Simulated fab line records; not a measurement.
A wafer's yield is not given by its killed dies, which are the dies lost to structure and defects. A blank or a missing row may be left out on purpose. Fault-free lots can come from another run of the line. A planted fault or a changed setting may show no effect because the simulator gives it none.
fab line records ; flow sky130
record lots=6; wafers=18; last-day=50
route steps=708 shown CAP2M@620 METAL4@621 PAD_OPEN@708
lots with no fault: from the same line, run without faults
start-h: start of the lot's first displayed wafer, in hours after the record's first day ; wait-h: hours since the lot's step before ; " as in the row above ; L1.1+2: several wafers, shown together as one row ; - no value, or no start given ; * or withheld: withheld ; < > ~ a bound
route shown NAME@n: NAME is a module with steps in the file, n the number in the route of the first one ; usual: average and standard deviation across the fault-free wafers ; same: alike in all rows ; chamber/n: place in a boat ; sites: the reading at each site ; _std_site: standard deviation of those values ; _edge_site: inner sites' mean taken away from outer sites' mean ; radius-mm: for every site, how far away it sits from the centre of the wafer ; mask NAME#n: copy n ; behind: the most recent tool/chamber to have shaped the wafer ; hold: the reason the lot was held/the length of the hold in hours/how it ended ; device: which transistor (n, p or np) failed to switch ; end of line: the same wafers' tests at the end of the route ; step lacking rows: just its recipe ; killed: count of dies lost to structure and defects at first sort (not the wafer's yield) ; map: a wafer's dies, marking killed ones x, the rest . and places with no die _
set.NAME: the setting that was run; set.NAME@STEP: the one run at that earlier step ; model.NAME: the simulator's own value behind a step, which no gauge read
lots at selected steps of the route; one table per step, one row per wafer
services: from which hour (start-h, from the record's first day; less than 0 if before it) a tool's chamber was out of use, for how many hours, and why
## steps
# step SKY_CAP2M_CLEAN_17
# recipe chemistry=O3/DIW; dry=n2-spin
# step SKY_METAL4_DEHYDRATE_05
# recipe temp-c=200; time-s=60
# step SKY_METAL4_HMDS_06
# recipe prime-time-s=60; prime-temp-c=120
# step SKY_METAL4_COAT_07
# recipe resist=BARC; temp-c=withheld; time-s=withheld; spin-rpm=3000; resist-thk-nm=60
# step SKY_METAL4_COAT_08
# recipe resist=KrF-thick; spin-rpm=3000; resist-thk-nm=1140
# step SKY_METAL4_SOFTBAKE_09
# recipe temp-c=100; time-s=90; resist=KrF-thick
# step SKY_METAL4_EXPOSE_10
# recipe mask-id=MM4; na=0.68; source-shape=annular; sigma-inner=0.4; sigma-outer=0.8; target-cd-nm=300; dose-mj=28
# step SKY_METAL4_PEB_11
# recipe peb-temp-c=withheld; peb-time-s=withheld; resist=KrF-thick
# step SKY_METAL4_DEVELOP_12
# recipe develop-time-s=60; resist=KrF-thick; dev-temp-c=21
# step SKY_METAL4_CD_MEAS_13
# recipe target-cd-nm=300
# usual cd-nm=299.8/1.3
lot.wafer;tool;chamber;start-h;wait-h;cd-nm
L832.1;cd-sem-01;-;1028.16;-;300.3
L832.2;cd-sem-01;-;1028.16;-;301.8
L832.4;cd-sem-01;-;1028.16;-;301.0
L834.1;cd-sem-02;-;1042.41;-;300.7
L834.3;cd-sem-02;-;1042.41;-;300.0
L834.6;cd-sem-02;-;1042.41;-;299.8
L841.2;cd-sem-02;-;1076.98;-;297.7
L841.3;cd-sem-02;-;1076.98;-;295.7
L841.4;cd-sem-02;-;1076.98;-;295.0
L846.2;cd-sem-02;-;1103.13;-;300.0
L846.5;cd-sem-02;-;1103.13;-;300.7
L846.6;cd-sem-02;-;1103.13;-;299.8
L848.1;cd-sem-02;-;1119.15;-;302.0
L848.4;cd-sem-02;-;1119.15;-;300.9
L848.5;cd-sem-02;-;1119.15;-;301.5
L850.2;cd-sem-02;-;1123.27;-;300.2
L850.5;cd-sem-02;-;1123.27;-;300.2
L850.6;cd-sem-02;-;1123.27;-;299.5
# step SKY_METAL4_OVL_MEAS_14
# usual METAL4_OVL=3/6.2
lot.wafer;tool;chamber;start-h;wait-h;METAL4_OVL[nm]
L832.1;overlay-02;-;1028.28;0.1;-7
L832.2;overlay-02;-;1028.28;0.1;-4
L832.4;overlay-02;-;1028.28;0.1;-7
L834.1;overlay-02;-;1042.53;0.1;6
L834.3;overlay-02;-;1042.53;0.1;11
L834.6;overlay-02;-;1042.53;0.1;6
L841.2;overlay-02;-;1077.09;0.1;6
L841.3;overlay-02;-;1077.09;0.1;12
L841.4;overlay-02;-;1077.09;0.1;13
L846.2;overlay-01;-;1103.24;0.1;9
L846.5;overlay-01;-;1103.24;0.1;10
L846.6;overlay-01;-;1103.24;0.1;8
L848.1;overlay-02;-;1119.27;0.1;-6
L848.4;overlay-02;-;1119.27;0.1;-7
L848.5;overlay-02;-;1119.27;0.1;1
L850.2;overlay-02;-;1123.38;0.1;2
L850.5;overlay-02;-;1123.38;0.1;10
L850.6;overlay-02;-;1123.38;0.1;8
# step SKY_METAL4_DESCUM_15
# recipe chemistry=O2; source-power-w=150; bias-power-w=0; pressure-mtorr=10; temp-c=40; time-s=8
# usual drypump-motor-current-A=5.8/0.36; oes-product-au=1.006/0.014; temp-c=39.99/0.12
lot.wafer;tool;chamber;start-h;wait-h;drypump-motor-current-A;oes-product-au;rf-hours-counter-h;temp-c
L832.1;rie-metal-04;1;1028.32;0.0;5.9;1.010;5;39.93
L832.2;rie-metal-04;0;1028.32;0.0;5.9;1.015;3;40.22
L832.4;rie-metal-04;1;1028.32;0.0;5.9;0.998;-;39.85
L834.1;rie-metal-03;1;1042.57;0.0;5.3;0.992;22;39.98
L834.3;rie-metal-03;1;1042.57;0.0;5.4;0.998;-;40.17
L834.6;rie-metal-03;1;1042.57;0.0;5.4;0.998;-;40.14
L841.2;rie-metal-03;0;1077.13;0.0;5.3;0.997;-;40.16
L841.3;rie-metal-03;0;1077.13;0.0;5.3;1.003;-;40.18
L841.4;rie-metal-03;0;1077.13;0.0;5.3;0.999;-;40.30
L846.2;rie-metal-04;0;1103.27;0.0;5.8;1.027;10;40.10
L846.5;rie-metal-04;1;1103.27;0.0;5.9;1.012;-;39.93
L846.6;rie-metal-04;0;1103.27;0.0;5.8;1.035;-;40.14
L848.1;rie-metal-03;0;1119.31;0.0;5.3;0.997;20;40.11
L848.4;rie-metal-03;1;1119.31;0.0;5.4;0.970;-;39.98
L848.5;rie-metal-03;1;1119.31;0.0;5.3;0.983;-;39.96
L850.2;rie-metal-04;1;1123.41;0.0;5.9;1.017;13;40.06
L850.5;rie-metal-04;1;1123.41;0.0;5.9;1.006;-;39.93
L850.6;rie-metal-04;0;1123.41;0.0;5.8;1.029;-;39.87
# step SKY_METAL4_ETCH_16
# recipe chemistry=N2/H2; target=BARC; ion-energy-ev=200; bias-w=100; pressure-mtorr=30; n2-flow-sccm=100; h2-flow-sccm=200; icp-w=500; stop-on=SiO2; time-s=88.2; target-depth-a=600
# usual drypump-motor-current-A=5.8/0.36; oes-product-au=0.625/0.0047; run-length-s=116.8/0.96; throttle-valve-pct=13.204/0.0093
lot.wafer;tool;chamber;start-h;wait-h;drypump-motor-current-A;oes-product-au;rf-hours-counter-h;run-length-s;throttle-valve-pct
L832.1;rie-metal-04;1;1028.35;0.0;5.9;0.628;5;116.0;13.213
L832.2;rie-metal-04;0;1028.35;0.0;5.9;0.619;3;116.9;13.214
L832.4;rie-metal-04;1;1028.35;0.0;5.9;0.624;-;116.3;13.201
L834.1;rie-metal-03;1;1042.61;0.0;5.4;0.622;22;120.0;13.198
L834.3;rie-metal-03;1;1042.61;0.0;5.4;0.625;-;119.8;13.205
L834.6;rie-metal-03;1;1042.61;0.0;5.4;0.609;-;119.8;13.206
L841.2;rie-metal-03;0;1077.21;0.1;5.3;0.643;-;112.5;13.222
L841.3;rie-metal-03;0;1077.21;0.1;5.3;0.647;-;112.6;13.203
L841.4;rie-metal-03;0;1077.21;0.1;5.3;0.643;-;112.6;13.206
L846.2;rie-metal-04;0;1103.30;0.0;5.8;0.635;10;117.1;13.210
L846.5;rie-metal-04;1;1103.30;0.0;5.9;0.625;-;116.9;13.213
L846.6;rie-metal-04;0;1103.30;0.0;5.8;0.626;-;117.5;13.221
L848.1;rie-metal-03;0;1119.34;0.0;5.3;0.643;20;112.5;13.203
L848.4;rie-metal-03;1;1119.34;0.0;5.4;0.645;-;113.2;13.203
L848.5;rie-metal-03;1;1119.34;0.0;5.4;0.646;-;113.4;13.183
L850.2;rie-metal-04;1;1123.45;0.0;5.9;0.623;14;119.8;13.203
L850.5;rie-metal-04;1;1123.45;0.0;5.9;0.626;-;119.2;13.208
L850.6;rie-metal-04;0;1123.45;0.0;5.8;0.623;-;119.9;13.213
# step SKY_METAL4_ETCH_17
# recipe target=SiO2; stop-on=TiN; chemistry=C4F8/O2/Ar; source-w=1500; bias-w=1200; pressure-mtorr=40; c4f8-flow-sccm=withheld; O2_flow_sccm=6; Ar_flow_sccm=300; time-s=3.9; target-depth-a=150
# usual oes-product-au=0.754/0.0068
lot.wafer;tool;chamber;start-h;wait-h;oes-product-au;rf-hours-counter-h
L832.1;rie-diel-02;0;1028.45;0.1;0.747;17
L832.2;rie-diel-02;3;1028.45;0.1;0.754;16
L832.4;rie-diel-02;1;1028.45;0.1;0.762;18
L834.1;rie-diel-01;2;1042.74;0.1;0.753;4
L834.3;rie-diel-01;3;1042.74;0.1;0.747;17
L834.6;rie-diel-01;0;1042.74;0.1;0.755;-
L841.2;rie-diel-02;3;1077.38;0.1;0.764;18
L841.3;rie-diel-02;2;1077.38;0.1;0.749;5
L841.4;rie-diel-02;0;1077.38;0.1;0.754;19
L846.2;rie-diel-02;1;1103.40;0.1;0.749;20
L846.5;rie-diel-02;2;1103.40;0.1;0.768;-
L846.6;rie-diel-02;3;1103.40;0.1;0.759;-
L848.1;rie-diel-01;1;1119.44;0.1;0.762;22
L848.4;rie-diel-01;3;1119.44;0.1;0.768;19
L848.5;rie-diel-01;3;1119.44;0.1;0.751;-
L850.2;rie-diel-01;3;1123.58;0.1;0.744;19
L850.5;rie-diel-01;3;1123.58;0.1;0.760;-
L850.6;rie-diel-01;2;1123.58;0.1;0.754;-
# step SKY_PAD_OPEN_PROBE_99
# usual defect-limited-yield=82.7/1.9; killed_at_M0_to_M3=43/6.8; killed_at_M4_up=3.0/1.8; killed-at-contacts=23/5.4; killed-at-front-end=15/4.4; killed-at-other=0.3/0.51; killed-dies=85/9.2; killed-open=47/6.8; killed-short=39/6.8; sort_bin_3_pad_short=0.8/0.43; sort_bin_5_function=10.3/1.5; sort_bin_6_memory=6.2/0.96; sort-n-pass=407/9.2; sort-yield-pct=82.7/1.9
# same gross-dies=492; killed-at-back-side=0; sort_bin_4_leakage[%]=0; sort_bin_8_speed[%]=0
lot.wafer;tool;chamber;start-h;wait-h;defect-limited-yield[%];killed_at_M0_to_M3;killed_at_M4_up;killed-at-contacts;killed-at-front-end;killed-at-other;killed-dies;killed-open;killed-short;sort_bin_3_pad_short[%];sort_bin_5_function[%];sort_bin_6_memory[%];sort-n-pass;sort-yield-pct[%]
L832.1;prober-01;-;1118.08;0.1;81.3;48;3;23;16;2;92;51;41;1.2;11.2;6.3;400;81.3
L832.2;prober-01;-;1118.13;0.1;83.1;50;1;18;14;0;83;48;35;0.8;10.0;6.1;409;83.1
L832.4;prober-01;-;1118.23;0.2;85.0;34;3;20;17;0;74;47;27;0.4;8.7;5.9;418;85.0
L834.1;prober-01;-;1130.78;0.1;83.7;40;2;24;14;0;80;47;33;1.0;8.9;6.3;412;83.7
L834.3;prober-01;-;1130.88;0.2;79.1;48;1;40;14;0;103;58;45;0.4;13.0;7.5;389;79.1
L834.6;prober-01;-;1131.03;0.2;81.1;55;5;20;13;0;93;49;44;1.0;12.2;5.7;399;81.1
L841.2;prober-02;-;1162.83;0.1;82.1;44;5;22;16;1;88;53;35;0.8;10.2;6.9;404;82.1
L841.3;prober-02;-;1162.88;0.2;84.1;36;1;22;19;0;78;43;35;0.4;11.2;4.3;414;84.1
L841.4;prober-02;-;1162.93;0.2;82.1;37;2;23;26;0;88;50;38;1.4;10.6;5.9;404;82.1
L846.2;prober-01;-;1183.41;0.1;80.9;37;6;31;20;0;94;43;51;1.6;11.0;6.5;398;80.9
L846.5;prober-01;-;1183.56;0.2;83.5;34;8;29;10;0;81;36;45;1.2;10.4;4.9;411;83.5
L846.6;prober-01;-;1183.61;0.2;85.6;35;2;21;13;0;71;38;33;0.6;7.7;6.1;421;85.6
L848.1;prober-02;-;1197.87;0.1;82.5;46;3;27;10;0;86;50;36;0.8;11.0;5.7;406;82.5
L848.4;prober-02;-;1198.02;0.2;82.5;46;2;20;18;0;86;45;41;2.0;10.6;4.9;406;82.5
L848.5;prober-02;-;1198.07;0.2;81.9;40;0;35;14;0;89;57;32;1.0;10.4;6.7;403;81.9
L850.2;prober-01;-;1199.59;0.1;83.9;41;2;26;10;0;79;38;41;1.4;9.1;5.5;413;83.9
L850.5;prober-01;-;1199.74;0.2;82.1;50;1;25;12;0;88;41;47;1.8;10.2;5.9;404;82.1
L850.6;prober-01;-;1199.79;0.2;79.1;58;2;30;13;0;103;49;54;1.6;13.2;6.1;389;79.1
# killed by level:class
L832.1 CONTACT:geometric-particle:open=12 VIA1:geometric-particle:open=9 POLY_GATE:geometric-particle:open=6 VIA2:geometric-particle:open=6 VIA2:geometric-particle:short=6 METAL2:geometric-particle:short=6 FIELD_ISO:geometric-particle:open=5 VIA1:geometric-particle:short=5
L832.2 VIA1:geometric-particle:open=13 VIA3:geometric-particle:open=11 METAL1:geometric-particle:short=10 CONTACT:geometric-particle:open=8 FIELD_ISO:geometric-particle:short=4 FIELD_ISO:geometric-particle:open=4 LI_CONTACT:geometric-particle:open=4 CONTACT:geometric-particle:short=4
L832.4 VIA2:geometric-particle:open=10 CONTACT:geometric-particle:open=9 LI_CONTACT:geometric-particle:open=7 POLY_GATE:geometric-particle:short=6 POLY_GATE:geometric-particle:open=5 VIA1:geometric-particle:open=5 VIA1:geometric-particle:short=3 VIA3:geometric-particle:open=3
L834.1 VIA1:geometric-particle:open=9 VIA2:geometric-particle:open=9 LI_CONTACT:geometric-particle:open=7 CONTACT:geometric-particle:open=6 VIA1:geometric-particle:short=5 VIA3:geometric-particle:open=5 METAL2:geometric-particle:short=5 CONTACT:geometric-particle:short=4
L834.3 CONTACT:geometric-particle:open=15 VIA1:geometric-particle:open=11 LI_CONTACT:geometric-particle:open=11 VIA1:geometric-particle:short=9 VIA2:geometric-particle:open=7 CONTACT:geometric-particle:short=6 FIELD_ISO:geometric-particle:short=4 LOCAL_INTERCONNECT:geometric-particle:short=4
L834.6 VIA1:geometric-particle:open=10 VIA2:geometric-particle:open=9 METAL2:geometric-particle:short=9 VIA3:geometric-particle:open=7 LI_CONTACT:geometric-particle:open=6 CONTACT:geometric-particle:short=5 VIA1:geometric-particle:short=5 METAL4:geometric-particle:short=4
L841.2 VIA1:geometric-particle:open=18 CONTACT:geometric-particle:open=11 VIA2:geometric-particle:open=8 FIELD_ISO:geometric-particle:short=6 FIELD_ISO:geometric-particle:open=5 LI_CONTACT:geometric-particle:open=5 VIA1:geometric-particle:short=5 POLY_GATE:geometric-particle:short=4
L841.3 VIA1:geometric-particle:open=9 LI_CONTACT:geometric-particle:open=8 CONTACT:geometric-particle:open=7 FIELD_ISO:geometric-particle:open=6 VIA1:geometric-particle:short=5 LOCAL_INTERCONNECT:geometric-particle:short=5 FIELD_ISO:geometric-particle:short=4 METAL1:geometric-particle:short=4
L841.4 VIA1:geometric-particle:open=11 CONTACT:geometric-particle:open=9 FIELD_ISO:geometric-particle:short=6 CONTACT:geometric-particle:short=6 VIA1:geometric-particle:short=6 POLY_GATE:geometric-particle:open=5 VIA3:geometric-particle:open=5 FIELD_ISO:geometric-particle:open=4
L846.2 CONTACT:geometric-particle:open=11 FIELD_ISO:geometric-particle:short=9 LI_CONTACT:geometric-particle:open=8 METAL2:geometric-particle:short=8 VIA3:geometric-particle:open=7 VIA1:geometric-particle:short=6 LOCAL_INTERCONNECT:geometric-particle:short=5 VIA1:geometric-particle:open=5
L846.5 CONTACT:geometric-particle:open=12 VIA1:geometric-particle:open=10 CONTACT:geometric-particle:short=9 METAL2:geometric-particle:short=6 METAL4:geometric-particle:short=6 LOCAL_INTERCONNECT:geometric-particle:short=4 VIA2:geometric-particle:short=4 VIA1:geometric-particle:short=4
L846.6 VIA1:geometric-particle:open=8 CONTACT:geometric-particle:open=7 LI_CONTACT:geometric-particle:open=6 METAL2:geometric-particle:short=6 FIELD_ISO:geometric-particle:short=5 FIELD_ISO:geometric-particle:open=5 METAL1:geometric-particle:short=4 POLY_GATE:geometric-particle:open=3
L848.1 VIA3:geometric-particle:open=12 CONTACT:geometric-particle:open=11 VIA1:geometric-particle:open=11 VIA2:geometric-particle:open=8 FIELD_ISO:geometric-particle:short=5 LI_CONTACT:geometric-particle:short=4 LI_CONTACT:geometric-particle:open=4 LOCAL_INTERCONNECT:geometric-particle:short=4
L848.4 VIA1:geometric-particle:open=9 VIA3:geometric-particle:open=8 CONTACT:geometric-particle:open=8 FIELD_ISO:geometric-particle:short=7 VIA2:geometric-particle:open=6 LI_CONTACT:geometric-particle:open=6 FIELD_ISO:geometric-particle:open=4 VIA1:geometric-particle:short=4
L848.5 LI_CONTACT:geometric-particle:open=11 VIA1:geometric-particle:open=9 CONTACT:geometric-particle:open=8 VIA2:geometric-particle:open=8 CONTACT:geometric-particle:short=6 LOCAL_INTERCONNECT:geometric-particle:short=5 VIA3:geometric-particle:open=5 FIELD_ISO:geometric-particle:open=4
L850.2 METAL2:geometric-particle:short=10 CONTACT:geometric-particle:open=8 VIA1:geometric-particle:open=6 VIA3:geometric-particle:open=6 LOCAL_INTERCONNECT:geometric-particle:short=5 LI_CONTACT:geometric-particle:open=5 VIA2:geometric-particle:short=4 FIELD_ISO:geometric-particle:short=3
L850.5 LI_CONTACT:geometric-particle:open=8 METAL1:geometric-particle:short=8 CONTACT:geometric-particle:open=6 METAL3:geometric-particle:short=6 VIA2:geometric-particle:open=6 VIA3:geometric-particle:open=6 VIA1:geometric-particle:open=5 FIELD_ISO:geometric-particle:short=4
L850.6 VIA2:geometric-particle:open=12 METAL2:geometric-particle:short=11 LI_CONTACT:geometric-particle:open=9 CONTACT:geometric-particle:open=8 POLY_GATE:geometric-particle:short=7 METAL1:geometric-particle:short=7 VIA1:geometric-particle:open=7 CONTACT:geometric-particle:short=6
## services
tool;chamber;start-h;hours;kind
rie-metal-03;-;1047.56;2.8;pm
rie-diel-01;-;1049.45;4.3;pm
rie-diel-01;3;1055.42;2.0;repair
rie-metal-03;1;1059.65;-;clean
rie-metal-03;1;1059.65;24.7;scheduled-down
rie-metal-03;1;1059.65;24.7;vent-cycle
## key
first-sign step=SKY_METAL4_ETCH_16; reading=run-length-s; direction=down; sigmas=4.2; usual=*; struck=*
effect step=SKY_METAL4_ETCH_16; reading=oes-product-au; direction=up; sigmas=4.1; usual=0.625; struck=0.645
met-at SKY_METAL4_ETCH_16
struck-wafers L841.2,L841.3,L841.4,L848.1,L848.4,L848.5
onset-between 1042.61 1077.21
fault kind=process-parameter-drift; tool=rie-metal-03; chamber=-; onset-h=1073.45; steps=SKY_METAL4_ETCH_16; channel=time-s; offset=*; shape=step; end-h=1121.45; acts-in=*; stated=*
